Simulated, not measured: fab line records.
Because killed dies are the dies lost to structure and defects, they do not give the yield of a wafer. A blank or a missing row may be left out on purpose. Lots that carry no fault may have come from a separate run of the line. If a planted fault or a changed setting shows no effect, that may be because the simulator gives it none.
fab line records	flow gf180mcu
record: lots: 24	wafers: 72	last-day: 34
route steps=602 shown V2@387 M3@423 V4@497 MIM@505 M5@537
lots that met no fault: from a run of the same line without faults
start-h: the number of hours between the record's first day and the start of the first shown wafer of the lot	wait-h: hours from the lot's prior step to this one	" identical to the entry in the row above	L1.1+2: a single row standing in for several wafers	- value missing, or start not given	* or withheld: withheld	< > ~ a bound
route shown NAME@n: names a module that has steps shown in the file, with the first one's number in the route	usual: mean/standard deviation taken from wafers without a fault	same: alike in all rows	chamber/n: place in a boat	sites: each site's reading	_std_site: the values' standard deviation	_edge_site: outer sites' mean less inner sites'	radius-mm: how far each site lies from the wafer's centre	mask NAME#n: copy n	behind: the tool/chamber that last shaped the wafer	hold: why the lot was held/for how many hours/how that ended	device: which transistor (n, p or np) failed to switch	end of line: tests of these same wafers at the route's end	a step without rows: its recipe alone	killed: at the first sort, the dies lost to defects and structure; wafer yield is something else	map: a wafer's dies, x killed, . not, _ none there
set.NAME: setting as actually run; set.NAME@STEP: the setting as run at that earlier step	model.NAME: the simulator's own value behind a step, which no gauge read
one table for each step of the route and one row for each wafer, over a sample of lots
services: the hour from which a tool's chamber was out of use, counted from the record's first day as start-h (under 0 if before that day), plus the number of hours and why
== steps ==
step: GF_V2_BOW_MEAS_05
recipe: mode: bow
usual: V2_BOW: 96/8.2
lot.wafer	tool	chamber	start-h	wait-h	V2_BOW[um]
L074.3	film-metro-01	-	440.76	0.3	107
L074.5	"	-	"	"	94
L074.6	"	-	"	"	98
L075.1	film-metro-04	-	454.39	0.2	105
L075.2	"	-	"	"	99
L075.5	"	-	"	"	102
L076.2	film-metro-01	-	458.78	0.2	98
L076.4	"	-	"	"	107
L076.5	"	-	"	"	102
L077.3	film-metro-01	-	472.05	0.3	91
L077.5	"	-	"	"	93
L077.6	"	-	"	"	101
L078.2	film-metro-04	-	486.12	0.2	108
L078.3	"	-	"	"	99
L078.4	"	-	"	"	98
L079.1	film-metro-04	-	487.13	0.2	104
L079.4	"	-	"	"	99
L079.5	"	-	"	"	98
L080.1	film-metro-04	-	508.04	0.2	84
L080.4	"	-	"	"	87
L080.5	"	-	"	"	93
L081.1	film-metro-04	-	513.63	0.1	107
L081.2	"	-	"	"	116
L081.4	"	-	"	"	105
L082.1	film-metro-01	-	514.38	0.2	85
L082.2	"	-	"	"	95
L082.3	"	-	"	"	91
L084.1	film-metro-04	-	528.65	0.2	99
L084.2	"	-	"	"	111
L084.3	"	-	"	"	111
L083.1	film-metro-01	-	532.38	0.2	102
L083.2	"	-	"	"	103
L083.6	"	-	"	"	101
L085.1	film-metro-04	-	548.00	0.1	81
L085.3	"	-	"	"	97
L085.4	"	-	"	"	94
L086.4	film-metro-01	-	551.23	0.3	117
L086.5	"	-	"	"	109
L086.6	"	-	"	"	105
L087.1	film-metro-04	-	560.54	0.2	94
L087.5	"	-	"	"	105
L087.6	"	-	"	"	103
L088.1	film-metro-03	-	564.04	0.2	92
L088.2	"	-	"	"	101
L088.3	"	-	"	"	79
L089.1	film-metro-01	-	570.37	0.2	108
L089.2	"	-	"	"	93
L089.6	"	-	"	"	96
L090.1	film-metro-04	-	575.30	0.1	84
L090.3	"	-	"	"	85
L090.6	"	-	"	"	99
L091.1	film-metro-01	-	583.13	0.2	88
L091.2	"	-	"	"	104
L091.5	"	-	"	"	93
L092.1	film-metro-01	-	593.92	0.1	101
L092.3	"	-	"	"	97
L092.6	"	-	"	"	95
L093.3	film-metro-03	-	603.76	0.2	95
L093.5	"	-	"	"	98
L093.6	"	-	"	"	93
L094.1	film-metro-04	-	609.39	0.1	81
L094.2	"	-	"	"	92
L094.5	"	-	"	"	93
L095.1	film-metro-03	-	615.83	0.1	92
L095.3	"	-	"	"	94
L095.6	"	-	"	"	85
L096.1	film-metro-03	-	634.34	0.1	92
L096.2	"	-	"	"	89
L096.5	"	-	"	"	99
L097.1	film-metro-03	-	635.82	0.2	94
L097.2	"	-	"	"	99
L097.4	"	-	"	"	85
step: GF_M3_CD_MEAS_14
recipe: target-cd-nm: 280
usual: cd-nm: 280.5/1.4
lot.wafer	tool	chamber	start-h	wait-h	cd-nm
L074.3	cd-sem-02	-	490.76	0.1	281.2
L074.5	"	-	"	"	280.5
L074.6	"	-	"	"	281.2
L075.1	cd-sem-01	-	503.62	0.1	278.0
L075.2	"	-	"	"	278.4
L075.5	"	-	"	"	278.4
L076.2	cd-sem-02	-	507.89	0.1	281.3
L076.4	"	-	"	"	281.4
L076.5	"	-	"	"	280.8
L077.3	cd-sem-02	-	521.77	0.1	280.6
L077.5	"	-	"	"	280.1
L077.6	"	-	"	"	280.8
L078.2	cd-sem-01	-	534.05	0.1	281.4
L078.3	"	-	"	"	282.4
L078.4	"	-	"	"	281.4
L079.1	cd-sem-02	-	536.57	0.1	278.4
L079.4	"	-	"	"	277.8
L079.5	"	-	"	"	278.9
L080.1	cd-sem-01	-	555.52	0.1	279.2
L080.4	"	-	"	"	279.2
L080.5	"	-	"	"	279.8
L081.1	cd-sem-01	-	560.52	0.1	280.9
L081.2	"	-	"	"	280.7
L081.4	"	-	"	"	280.5
L082.1	cd-sem-02	-	562.32	0.1	280.8
L082.2	"	-	"	"	281.4
L082.3	"	-	"	"	280.7
L084.1	cd-sem-01	-	574.72	0.1	277.7
L084.2	"	-	"	"	278.4
L084.3	"	-	"	"	278.1
L083.1	cd-sem-01	-	578.98	0.1	280.6
L083.2	"	-	"	"	281.6
L083.6	"	-	"	"	280.6
L085.1	cd-sem-01	-	593.53	0.1	282.6
L085.3	"	-	"	"	282.4
L085.4	"	-	"	"	281.5
L086.4	cd-sem-02	-	596.63	0.1	283.8
L086.5	"	-	"	"	283.7
L086.6	"	-	"	"	284.0
L087.1	cd-sem-01	-	606.27	0.1	281.7
L087.5	"	-	"	"	280.6
L087.6	"	-	"	"	280.4
L088.1	cd-sem-02	-	610.37	0.1	278.8
L088.2	"	-	"	"	279.9
L088.3	"	-	"	"	280.0
L089.1	cd-sem-02	-	614.87	0.1	280.0
L089.2	"	-	"	"	280.3
L089.6	"	-	"	"	280.8
L090.1	cd-sem-01	-	618.92	0.1	278.9
L090.3	"	-	"	"	280.2
L090.6	"	-	"	"	278.6
L091.1	cd-sem-02	-	626.97	0.1	280.7
L091.2	"	-	"	"	279.9
L091.5	"	-	"	"	280.7
L092.1	cd-sem-02	-	637.57	0.1	280.2
L092.3	"	-	"	"	280.8
L092.6	"	-	"	"	281.7
L093.3	cd-sem-01	-	647.27	0.1	279.4
L093.5	"	-	"	"	279.4
L093.6	"	-	"	"	278.9
L094.1	cd-sem-02	-	652.08	0.1	279.6
L094.2	"	-	"	"	278.4
L094.5	"	-	"	"	279.4
L095.1	cd-sem-02	-	657.42	0.1	281.6
L095.3	"	-	"	"	282.3
L095.6	"	-	"	"	280.3
L096.1	cd-sem-02	-	675.97	0.1	280.2
L096.2	"	-	"	"	280.2
L096.5	"	-	"	"	281.1
L097.1	cd-sem-01	-	676.58	0.1	279.9
L097.2	"	-	"	"	280.2
L097.4	"	-	"	"	280.7
step: GF_V4_SPUTTER_21
recipe: material: Ti	target-thk-nm: 15	chamber-pressure-pa: 5	power-w: 2500	substrate-temp-c: 200	time-s: 80.02
usual: cathode-dc-power-W: 2500.0/0.45	throttle-valve-pct: 30.4/1.2
lot.wafer	tool	chamber	start-h	wait-h	cathode-dc-power-W	throttle-valve-pct
L074.3	pvd-sputter-02	-	564.79	0.0	2500.1	29.8
L074.5	"	-	"	"	2500.0	29.8
L074.6	"	-	"	"	2500.4	29.3
L075.1	pvd-sputter-04	-	577.01	0.0	2500.1	32.6
L075.2	"	-	"	"	2499.6	32.0
L075.5	"	-	"	"	2499.6	32.1
L076.2	pvd-sputter-01	-	581.28	0.0	2499.4	30.0
L076.4	"	-	"	"	2500.9	30.1
L076.5	"	-	"	"	2499.9	30.0
L077.3	pvd-sputter-02	-	593.70	0.0	2499.5	32.5
L077.5	"	-	"	"	2500.3	30.0
L077.6	"	-	"	"	2500.1	32.6
L078.2	pvd-sputter-01	-	604.58	0.0	2500.5	30.3
L078.3	"	-	"	"	2500.6	30.1
L078.4	"	-	"	"	2500.3	30.4
L079.1	pvd-sputter-01	-	607.78	0.0	2500.6	30.4
L079.4	"	-	"	"	2500.0	30.2
L079.5	"	-	"	"	2500.0	30.4
L080.1	pvd-sputter-01	-	624.70	0.0	2499.9	30.1
L080.4	"	-	"	"	2500.9	30.7
L080.5	"	-	"	"	2499.7	30.7
L081.1	pvd-sputter-04	-	630.66	0.0	2500.5	27.6
L081.2	"	-	"	"	2500.8	32.5
L081.4	"	-	"	"	2499.1	32.3
L082.1	pvd-sputter-02	-	632.13	0.0	2499.7	29.3
L082.2	"	-	"	"	2499.8	29.9
L082.3	"	-	"	"	2498.8	31.9
L084.1	pvd-sputter-04	-	642.92	0.0	2500.5	32.0
L084.2	"	-	"	"	2500.7	29.5
L084.3	"	-	"	"	2499.6	27.7
L083.1	pvd-sputter-04	-	645.79	0.0	2499.6	28.0
L083.2	"	-	"	"	2499.7	29.6
L083.6	"	-	"	"	2500.1	32.1
L085.1	pvd-sputter-01	-	660.68	0.0	2499.9	30.0
L085.3	"	-	"	"	2499.7	30.7
L085.4	"	-	"	"	2500.1	29.9
L086.4	pvd-sputter-02	-	663.28	0.0	2500.3	32.4
L086.5	"	-	"	"	2500.2	29.3
L086.6	"	-	"	"	2499.6	29.4
L087.1	pvd-sputter-01	-	672.79	0.0	2500.0	30.0
L087.5	"	-	"	"	2499.4	30.1
L087.6	"	-	"	"	2500.2	30.0
L088.1	pvd-sputter-01	-	674.94	0.0	2499.3	30.2
L088.2	"	-	"	"	2500.3	30.1
L088.3	"	-	"	"	2500.3	30.5
L089.1	pvd-sputter-01	-	680.00	0.0	2500.3	30.2
L089.2	"	-	"	"	2500.2	30.7
L089.6	"	-	"	"	2499.8	30.2
L090.1	pvd-sputter-04	-	683.48	0.0	2499.2	32.6
L090.3	"	-	"	"	2500.2	29.3
L090.6	"	-	"	"	2499.7	32.2
L091.1	pvd-sputter-02	-	690.80	0.0	2499.8	29.9
L091.2	"	-	"	"	2499.9	30.0
L091.5	"	-	"	"	2500.3	29.5
L092.1	pvd-sputter-01	-	701.33	0.0	2499.6	30.3
L092.3	"	-	"	"	2499.7	30.1
L092.6	"	-	"	"	2500.7	30.2
L093.3	pvd-sputter-01	-	709.13	0.0	2500.1	30.3
L093.5	"	-	"	"	2500.1	30.6
L093.6	"	-	"	"	2499.2	30.3
L094.1	pvd-sputter-01	-	715.04	0.0	2499.0	30.1
L094.2	"	-	"	"	2499.4	30.5
L094.5	"	-	"	"	2500.9	30.3
L095.1	pvd-sputter-04	-	719.00	0.0	2499.9	32.7
L095.3	"	-	"	"	2500.4	32.1
L095.6	"	-	"	"	2500.3	27.8
L096.1	pvd-sputter-04	-	735.96	0.0	2500.0	32.6
L096.2	"	-	"	"	2500.4	29.5
L096.5	"	-	"	"	2499.8	32.6
L097.1	pvd-sputter-02	-	736.95	0.0	2500.2	32.5
L097.2	"	-	"	"	2500.2	30.0
L097.4	"	-	"	"	2499.8	29.5
step: GF_V4_RS_MEAS_24
recipe: thk-meas-gauge: four-point-probe	reads: W_of_V4_CVD_23+TiN_of_V4_SPUTTER_22+Ti_of_V4_SPUTTER_21
usual: V4_W_RS: 0.3298/0.0028
lot.wafer	tool	chamber	start-h	wait-h	V4_W_RS[ohm/sq]
L074.3	film-metro-03	-	565.05	0.1	0.3264
L074.5	"	-	"	"	0.3297
L074.6	"	-	"	"	0.3284
L075.1	film-metro-03	-	577.22	0.1	0.3239
L075.2	"	-	"	"	0.3295
L075.5	"	-	"	"	0.3266
L076.2	film-metro-03	-	581.51	0.1	0.3273
L076.4	"	-	"	"	0.3232
L076.5	"	-	"	"	0.3266
L077.3	film-metro-03	-	593.95	0.1	0.3283
L077.5	"	-	"	"	0.3311
L077.6	"	-	"	"	0.3299
L078.2	film-metro-04	-	604.81	0.1	0.3277
L078.3	"	-	"	"	0.3314
L078.4	"	-	"	"	0.3297
L079.1	film-metro-04	-	607.99	0.1	0.3266
L079.4	"	-	"	"	0.3253
L079.5	"	-	"	"	0.3243
L080.1	film-metro-01	-	624.91	0.1	0.3291
L080.4	"	-	"	"	0.3314
L080.5	"	-	"	"	0.3332
L081.1	film-metro-03	-	630.87	0.1	0.3328
L081.2	"	-	"	"	0.3365
L081.4	"	-	"	"	0.3321
L082.1	film-metro-01	-	632.34	0.1	0.3315
L082.2	"	-	"	"	0.3261
L082.3	"	-	"	"	0.3273
L084.1	film-metro-04	-	643.24	0.2	0.3285
L084.2	"	-	"	"	0.3286
L084.3	"	-	"	"	0.3313
L083.1	film-metro-03	-	646.11	0.2	0.3308
L083.2	"	-	"	"	0.3314
L083.6	"	-	"	"	0.3298
L085.1	film-metro-03	-	660.89	0.1	0.3324
L085.3	"	-	"	"	0.3221
L085.4	"	-	"	"	0.3286
L086.4	film-metro-03	-	663.56	0.1	0.3312
L086.5	"	-	"	"	0.3281
L086.6	"	-	"	"	0.3292
L087.1	film-metro-03	-	673.00	0.1	0.3262
L087.5	"	-	"	"	0.3304
L087.6	"	-	"	"	0.3280
L088.1	film-metro-01	-	675.15	0.1	0.3308
L088.2	"	-	"	"	0.3294
L088.3	"	-	"	"	0.3321
L089.1	film-metro-01	-	680.21	0.1	0.3269
L089.2	"	-	"	"	0.3286
L089.6	"	-	"	"	0.3287
L090.1	film-metro-03	-	683.69	0.1	0.3339
L090.3	"	-	"	"	0.3327
L090.6	"	-	"	"	0.3297
L091.1	film-metro-04	-	691.01	0.1	0.3338
L091.2	"	-	"	"	0.3301
L091.5	"	-	"	"	0.3324
L092.1	film-metro-04	-	701.54	0.1	0.3301
L092.3	"	-	"	"	0.3341
L092.6	"	-	"	"	0.3341
L093.3	film-metro-03	-	709.39	0.1	0.3347
L093.5	"	-	"	"	0.3278
L093.6	"	-	"	"	0.3352
L094.1	film-metro-04	-	715.27	0.1	0.3282
L094.2	"	-	"	"	0.3281
L094.5	"	-	"	"	0.3302
L095.1	film-metro-03	-	719.22	0.1	0.3316
L095.3	"	-	"	"	0.3307
L095.6	"	-	"	"	0.3273
L096.1	film-metro-01	-	736.17	0.1	0.3315
L096.2	"	-	"	"	0.3304
L096.5	"	-	"	"	0.3311
L097.1	film-metro-01	-	737.23	0.1	0.3322
L097.2	"	-	"	"	0.3308
L097.4	"	-	"	"	0.3349
step: GF_MIM_SPUTTER_02
recipe: material: AlCu	target-thk-nm: 450	power-w: 10600	time-s: 23.9	chamber-pressure-pa: 0.4
usual: cathode-dc-power-W: 10600/2	throttle-valve-pct: 30.3/1.3
lot.wafer	tool	chamber	start-h	wait-h	cathode-dc-power-W	throttle-valve-pct
L074.3	pvd-sputter-03	-	565.62	0.0	10600	29.6
L074.5	"	-	"	"	10599	29.8
L074.6	"	-	"	"	10604	30.9
L075.1	pvd-sputter-01	-	577.83	0.0	10600	30.1
L075.2	"	-	"	"	10601	30.4
L075.5	"	-	"	"	10598	30.1
L076.2	pvd-sputter-04	-	584.16	0.0	10600	32.1
L076.4	"	-	"	"	10597	27.8
L076.5	"	-	"	"	10601	32.4
L077.3	pvd-sputter-03	-	594.52	0.0	10601	30.4
L077.5	"	-	"	"	10597	29.7
L077.6	"	-	"	"	10602	30.1
L078.2	pvd-sputter-03	-	605.40	0.0	10598	30.3
L078.3	"	-	"	"	10598	29.7
L078.4	"	-	"	"	10598	30.9
L079.1	pvd-sputter-04	-	608.92	0.0	10600	32.2
L079.4	"	-	"	"	10600	32.6
L079.5	"	-	"	"	10601	32.3
L080.1	pvd-sputter-04	-	625.52	0.0	10602	32.0
L080.4	"	-	"	"	10601	27.6
L080.5	"	-	"	"	10600	32.1
L081.1	pvd-sputter-04	-	631.48	0.0	10599	32.6
L081.2	"	-	"	"	10598	32.1
L081.4	"	-	"	"	10601	29.7
L082.1	pvd-sputter-04	-	632.95	0.0	10603	29.4
L082.2	"	-	"	"	10605	27.7
L082.3	"	-	"	"	10599	32.4
L084.1	pvd-sputter-01	-	643.85	0.0	10601	30.6
L084.2	"	-	"	"	10600	30.3
L084.3	"	-	"	"	10599	30.2
L083.1	pvd-sputter-01	-	646.72	0.0	10600	30.7
L083.2	"	-	"	"	10601	30.3
L083.6	"	-	"	"	10599	30.1
L085.1	pvd-sputter-04	-	661.50	0.0	10605	29.6
L085.3	"	-	"	"	10597	27.6
L085.4	"	-	"	"	10602	27.4
L086.4	pvd-sputter-04	-	664.13	0.0	10598	29.5
L086.5	"	-	"	"	10597	27.7
L086.6	"	-	"	"	10598	32.2
L087.1	pvd-sputter-03	-	673.61	0.0	10601	29.8
L087.5	"	-	"	"	10601	29.8
L087.6	"	-	"	"	10602	29.6
L088.1	pvd-sputter-03	-	675.76	0.0	10600	30.8
L088.2	"	-	"	"	10600	29.7
L088.3	"	-	"	"	10598	29.4
L089.1	pvd-sputter-03	-	680.82	0.0	10599	30.9
L089.2	"	-	"	"	10604	29.6
L089.6	"	-	"	"	10597	29.9
L090.1	pvd-sputter-01	-	684.30	0.0	10597	30.2
L090.3	"	-	"	"	10601	30.2
L090.6	"	-	"	"	10600	30.2
L091.1	pvd-sputter-01	-	691.62	0.0	10603	30.4
L091.2	"	-	"	"	10597	30.8
L091.5	"	-	"	"	10599	30.6
L092.1	pvd-sputter-03	-	702.15	0.0	10598	30.0
L092.3	"	-	"	"	10598	30.9
L092.6	"	-	"	"	10602	29.5
L093.3	pvd-sputter-04	-	709.97	0.0	10601	29.5
L093.5	"	-	"	"	10596	27.5
L093.6	"	-	"	"	10601	29.6
L094.1	pvd-sputter-04	-	715.90	0.0	10598	27.7
L094.2	"	-	"	"	10599	29.4
L094.5	"	-	"	"	10601	32.4
L095.1	pvd-sputter-04	-	719.97	0.0	10604	32.0
L095.3	"	-	"	"	10602	32.7
L095.6	"	-	"	"	10599	29.6
L096.1	pvd-sputter-03	-	736.78	0.0	10598	29.6
L096.2	"	-	"	"	10601	30.0
L096.5	"	-	"	"	10602	30.2
L097.1	pvd-sputter-01	-	737.84	0.0	10601	30.4
L097.2	"	-	"	"	10600	30.8
L097.4	"	-	"	"	10598	30.4
step: GF_M5_STRIP_11
recipe: chemistry: O2/N2	power-w: 1400	pressure-mtorr: 1500	platen-temp-c: 250	o2-flow-sccm: 3000	n2-flow-sccm: 300	overash-fraction: 0.5
usual: drypump-motor-current-A: 5.5/0.42	heater-power-w: 320/29	oes-product-au: 0.544/0.0048	platen-temp-c: 250.02/0.18	strip-time-to-endpoint-s: 7.55/0.039
lot.wafer	tool	chamber	start-h	wait-h	drypump-motor-current-A	heater-power-w	oes-product-au	platen-temp-c	rf-hours-counter-h	strip-time-to-endpoint-s
L074.3	plasma-asher-01	1	610.26	0.1	5.4	299	0.540	249.87	-	7.58
L074.5	"	1	"	"	5.4	297	0.539	250.19	-	7.51
L074.6	"	0	"	"	5.7	344	0.547	250.16	-	7.54
L075.1	plasma-asher-01	1	620.91	0.1	5.4	292	0.543	249.96	52	7.58
L075.2	"	0	"	"	5.7	346	0.548	249.69	52	7.62
L075.5	"	0	"	"	5.7	356	0.550	250.09	-	7.56
L076.2	plasma-asher-01	1	627.00	0.1	5.4	292	0.543	249.99	53	7.56
L076.4	"	1	"	"	5.4	284	0.541	250.16	-	7.50
L076.5	"	1	"	"	5.4	295	0.546	249.93	-	7.54
L077.3	plasma-asher-01	0	636.35	0.1	5.7	346	0.545	249.83	-	7.51
L077.5	"	1	"	"	5.4	300	0.542	250.03	-	7.52
L077.6	"	0	"	"	5.7	353	0.540	250.00	-	7.53
L078.2	plasma-asher-01	1	647.17	0.1	5.4	293	0.545	250.00	55	7.53
L078.3	"	0	"	"	5.7	346	0.550	250.02	-	7.53
L078.4	"	1	"	"	5.4	298	0.541	250.12	-	7.52
L079.1	plasma-asher-01	0	650.95	0.1	5.7	340	0.544	249.87	55	7.52
L079.4	"	1	"	"	5.4	295	0.543	250.01	-	7.54
L079.5	"	1	"	"	5.4	293	0.558	249.79	-	7.56
L080.1	plasma-asher-01	1	666.17	0.1	5.4	294	0.549	250.00	57	7.52
L080.4	"	0	"	"	5.7	346	0.546	250.20	-	7.56
L080.5	"	1	"	"	5.4	299	0.550	249.78	-	7.54
L081.1	plasma-asher-01	0	672.42	0.1	5.7	343	0.541	250.16	57	7.53
L081.2	"	1	"	"	5.4	297	0.547	250.06	57	7.52
L081.4	"	1	"	"	5.4	290	0.553	250.05	-	7.55
L082.1	plasma-asher-03	0	672.85	0.1	4.8	344	0.539	250.08	108	7.56
L082.2	"	1	"	"	5.8	339	0.545	249.70	108	7.51
L082.3	"	1	"	"	5.8	335	0.539	249.86	-	7.55
L084.1	plasma-asher-03	0	683.61	0.1	4.8	323	0.547	249.94	110	7.60
L084.2	"	1	"	"	5.8	345	0.547	250.10	110	7.56
L084.3	"	0	"	"	4.8	333	0.545	249.81	-	7.63
L083.1	plasma-asher-01	1	686.83	0.2	5.4	288	0.551	249.92	59	7.61
L083.2	"	0	"	"	5.7	352	0.554	249.91	59	7.60
L083.6	"	1	"	"	5.4	295	0.555	249.88	-	7.62
L085.1	plasma-asher-02	1	700.61	0.1	4.7	266	0.549	250.23	27	7.54
L085.3	"	1	"	"	4.7	264	0.550	249.86	-	7.51
L085.4	"	0	"	"	6.4	357	0.540	250.24	-	7.53
L086.4	plasma-asher-02	0	702.63	0.1	6.3	346	0.554	249.93	-	7.62
L086.5	"	0	"	"	6.4	354	0.546	250.25	-	7.64
L086.6	"	1	"	"	4.7	272	0.545	249.90	-	7.57
L087.1	plasma-asher-02	1	711.92	0.1	4.7	271	0.546	250.11	28	7.51
L087.5	"	1	"	"	4.7	277	0.546	249.89	-	7.50
L087.6	"	0	"	"	6.4	353	0.547	249.98	-	7.48
L088.1	plasma-asher-03	1	714.53	0.1	5.8	331	0.543	250.08	113	7.50
L088.2	"	0	"	"	4.8	334	0.543	250.05	113	7.59
L088.3	"	0	"	"	4.8	339	0.545	250.19	-	7.55
L089.1	plasma-asher-01	1	718.82	0.1	5.4	289	0.539	250.07	62	7.50
L089.2	"	0	"	"	5.7	343	0.542	250.32	62	7.49
L089.6	"	1	"	"	5.4	298	0.548	250.29	-	7.51
L090.1	plasma-asher-02	1	721.60	0.1	4.7	270	0.543	249.94	29	7.51
L090.3	"	0	"	"	6.4	352	0.541	249.98	-	7.49
L090.6	"	0	"	"	6.3	350	0.549	249.67	-	7.57
L091.1	plasma-asher-01	0	728.56	0.1	5.7	348	0.547	250.05	63	7.56
L091.2	"	1	"	"	5.4	297	0.542	250.09	63	7.58
L091.5	"	0	"	"	5.7	343	0.539	250.26	-	7.53
L092.1	plasma-asher-01	0	739.02	0.1	5.7	348	0.540	249.76	64	7.56
L092.3	"	1	"	"	5.4	289	0.549	250.06	-	7.55
L092.6	"	0	"	"	5.7	350	0.545	249.96	-	7.57
L093.3	plasma-asher-01	0	745.98	0.1	5.7	343	0.537	250.24	-	7.52
L093.5	"	1	"	"	5.4	296	0.541	250.22	-	7.47
L093.6	"	0	"	"	5.7	344	0.540	250.13	-	7.50
L094.1	plasma-asher-01	0	750.96	0.1	5.7	340	0.548	249.61	65	7.55
L094.2	"	1	"	"	5.4	290	0.542	250.07	65	7.56
L094.5	"	0	"	"	5.7	357	0.545	249.77	-	7.56
L095.1	plasma-asher-01	1	755.43	0.1	5.4	289	0.543	249.90	66	7.57
L095.3	"	0	"	"	5.7	348	0.552	249.91	-	7.60
L095.6	"	1	"	"	5.4	291	0.553	249.94	-	7.54
L096.1	plasma-asher-01	0	770.92	0.1	5.7	358	0.537	249.62	67	7.51
L096.2	"	1	"	"	5.4	298	0.540	250.25	67	7.54
L096.5	"	1	"	"	5.4	297	0.542	250.13	-	7.54
L097.1	plasma-asher-01	1	772.40	0.1	5.4	298	0.544	250.06	68	7.55
L097.2	"	0	"	"	5.7	353	0.541	250.11	68	7.54
L097.4	"	0	"	"	5.7	342	0.543	250.20	-	7.54
== services ==
tool	chamber	start-h	hours	kind
pvd-sputter-01	-	547.60	4.8	repair
pvd-sputter-02	-	607.56	3.6	repair
plasma-asher-03	-	608.35	2.8	pm
plasma-asher-02	-	619.74	15.6	pm
pvd-sputter-02	-	645.00	2.9	repair
pvd-sputter-04	0	649.40	-	consumable-replace:kit
pvd-sputter-04	0	649.40	18.0	scheduled-down
pvd-sputter-04	0	649.40	18.0	vent-cycle
pvd-sputter-04	-	655.33	0.7	repair
pvd-sputter-03	3	659.12	-	consumable-replace:kit
pvd-sputter-04	-	689.03	2.5	repair
pvd-sputter-03	-	692.91	1.6	repair
pvd-sputter-03	-	704.53	3.1	repair
pvd-sputter-01	-	721.80	5.9	repair
pvd-sputter-01	-	725.00	3.5	repair
plasma-asher-03	-	733.75	9.0	pm
pvd-sputter-04	-	745.72	7.1	repair
pvd-sputter-01	1	749.00	-	consumable-replace:kit
pvd-sputter-01	1	749.00	18.0	scheduled-down
pvd-sputter-01	1	749.00	18.0	vent-cycle
pvd-sputter-03	2	760.04	-	consumable-replace:kit
pvd-sputter-04	3	761.94	-	consumable-replace:kit
pvd-sputter-04	3	761.94	18.0	scheduled-down
pvd-sputter-04	3	761.94	18.0	vent-cycle
== key ==
fault none
